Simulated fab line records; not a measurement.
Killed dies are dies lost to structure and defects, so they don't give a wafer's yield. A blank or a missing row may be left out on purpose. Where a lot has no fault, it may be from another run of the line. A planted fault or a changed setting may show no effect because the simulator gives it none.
Matching of chambers -- flow gf180mcu -- GF_STI_ETCH_14 on rie_si-01 has 4 sister chambers
The step etches Si in HBr/Cl2/O2, target depth 360 nm, time 102.9 s. 16 wafers are shown with their chamber, then 8 later ones without.

EACH WAFER AND ITS CHAMBER
wafer,chamber,drypump_motor_current_A (A),oes_product_au (a.u.),throttle_valve_pct (%)
L344.1,0,5.4,0.979,25.661
L344.3,1,6.2,0.990,25.655
L344.6,2,6.6,0.979,25.662
L345.4,0,5.4,0.999,25.665
L345.5,1,6.2,1.004,25.645
L345.6,2,6.5,0.989,25.665
L349.1,0,5.4,0.986,25.662
L349.3,1,6.2,0.999,25.649
L349.5,2,6.5,0.985,25.672
L357.2,1,6.2,1.001,25.655
L357.4,3,6.4,1.002,25.662
L357.6,1,6.2,0.998,25.653
L358.1,1,6.2,1.008,25.640
L358.4,2,6.5,0.983,25.672
L358.5,1,6.2,1.003,25.667
L360.3,2,6.5,0.971,25.660

SIGNATURES (averages over the wafers above)
reading,chamber 0,chamber 1,chamber 2,chamber 3,scatter within a chamber
drypump_motor_current_A,5.400,6.200,6.520,6.400,0.0258
oes_product_au,0.98800,1.00043,0.98140,1.00200,0.00699
throttle_valve_pct,25.66267,25.65200,25.66620,25.66200,0.00695
Rule: a wafer lies at a distance from a chamber equal to the root of the sum of squares, over the readings, of (its reading less the chamber's mean, divided by the reading's scatter). If the next closest chamber is less than 2 further off than the closest, the wafer can't be placed; otherwise it belongs to the closest. The scatter is the square root of a quotient: the sum, over the shown wafers, of each reading's squared deviation from its chamber's mean, divided by wafers minus chambers.

WAFERS WHOSE CHAMBER IS MISSING
wafer,drypump_motor_current_A (A),oes_product_au (a.u.),throttle_valve_pct (%)
L360.4,6.2,1.009,25.674
L360.6,6.5,0.984,25.682
L361.1,5.4,0.993,25.669
L361.4,6.5,0.985,25.651
L361.6,6.5,0.977,25.665
L365.1,6.4,1.009,25.672
L365.2,5.4,0.999,25.664
L365.5,6.5,0.975,25.681

THE CHAMBER EACH PASSED THROUGH
wafer,from the rows above,in truth
L360.4,1,1
L360.6,2,2
L361.1,0,0
L361.4,2,2
L361.6,2,2
L365.1,3,3
L365.2,0,0
L365.5,2,2
Correct placement for 8 of the 8. From these rows, 0 cannot be placed. 0 placed wrongly.
